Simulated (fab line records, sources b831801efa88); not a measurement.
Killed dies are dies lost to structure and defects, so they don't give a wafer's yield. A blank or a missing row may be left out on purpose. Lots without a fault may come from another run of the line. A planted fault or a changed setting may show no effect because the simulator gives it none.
Which tool did it? | flow gf180mcu | 6 lots, 18 wafers sampled, at 1 step of a route of 602

WHAT THE GAUGES READ, wafer by wafer
GF_M1_OVL_MEAS_15.
lot  | measured     | on         | M1_OVL (nm)
L704 | day 17 03:59 | overlay-02 | -3 -2 9
L711 | day 20 13:38 | overlay-02 | -2 13 1
L713 | day 21 14:13 | overlay-01 | 10 1 -1
L718 | day 22 19:53 | overlay-02 | 3 0 15
L721 | day 23 18:51 | overlay-01 | -8 1 -3
L726 | day 25 06:21 | overlay-02 | 3 10 8

WHICH TOOL RAN EACH LOT (tool, then ch and the chambers of the sampled wafers, then the start)
The record holds no process step before these readings.

THE ANSWER, worked out from the rows above alone
Rule: what is usual is taken from the lots themselves. Put in order of their means at a reading, lots are off if they are a third of the lots or fewer, leave a main group of 4 or more, and stand apart from it by a gap of 3 or more times the standard deviation of the main group's means; of several such gaps the widest counts. A main group whose means are all the same, to the digits that the tables above print for the reading, isn't used. A lot without any number at a reading at which 4 lots or more have one is off too. The other lots that the step has rows for count as sound.
No lot is off at any reading shown: from this, nothing can be told.

WHAT THE SIMULATOR HAD PUT IN
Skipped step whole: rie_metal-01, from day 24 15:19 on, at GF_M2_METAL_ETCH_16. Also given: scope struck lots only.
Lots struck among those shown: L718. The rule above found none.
